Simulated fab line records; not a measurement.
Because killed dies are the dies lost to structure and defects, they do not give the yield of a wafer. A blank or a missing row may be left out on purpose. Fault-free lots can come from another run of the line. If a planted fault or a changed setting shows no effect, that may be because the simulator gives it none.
Which tool is to blame?	flow sky130	6 lots, 17 wafers sampled, at 2 steps of a route of 708

== WHAT THE GAUGES READ, wafer by wafer ==
SKY_VIA2_OVL_MEAS_13.
lot	measured	on	VIA2_OVL (nm)
L420	day 36 12:02	overlay-01	8 11 7
L422	day 37 09:16	overlay-02	13 5 3
L430	day 39 18:22	overlay-02	-6 -3
L437	day 41 17:47	overlay-02	4 3 5
L439	day 42 01:59	overlay-01	-10 -4 -8
L441	day 42 14:01	overlay-02	-4 5 -3

== WHICH TOOL RAN EACH LOT (tool, then ch and the chambers of the sampled wafers, then the start) ==
lot	SKY_METAL2_SPUTTER_01
L420	pvdSputter-01, day 34 05:07
L422	pvdSputter-02, day 35 03:19
L430	pvdSputter-02, day 37 14:22
L437	pvdSputter-02, day 39 15:58
L439	pvdSputter-01, day 39 23:56
L441	pvdSputter-02, day 40 13:31
- SKY_METAL2_SPUTTER_01: material TiN, target thk 20 nm, time 16.7 s.

== THE ANSWER, worked out from the rows above alone ==
Rule: what is usual is taken from the lots themselves. The widest of any qualifying gaps counts: lots, ordered by their means at a reading, are off when they make up no more than a third of the lots, leave a main group of 4 or more, and stand apart from it by 3 or more times the standard deviation of that group's means. Not used: any main group whose means are identical at the precision the tables above print for the reading. A lot without any number at a reading at which 4 lots or more have one is off too. Where the step has rows for the other lots, those lots are counted as sound.
No lot is off at any reading shown: from this, nothing can be told.

== WHAT WAS PUT IN BY THE SIMULATOR ==
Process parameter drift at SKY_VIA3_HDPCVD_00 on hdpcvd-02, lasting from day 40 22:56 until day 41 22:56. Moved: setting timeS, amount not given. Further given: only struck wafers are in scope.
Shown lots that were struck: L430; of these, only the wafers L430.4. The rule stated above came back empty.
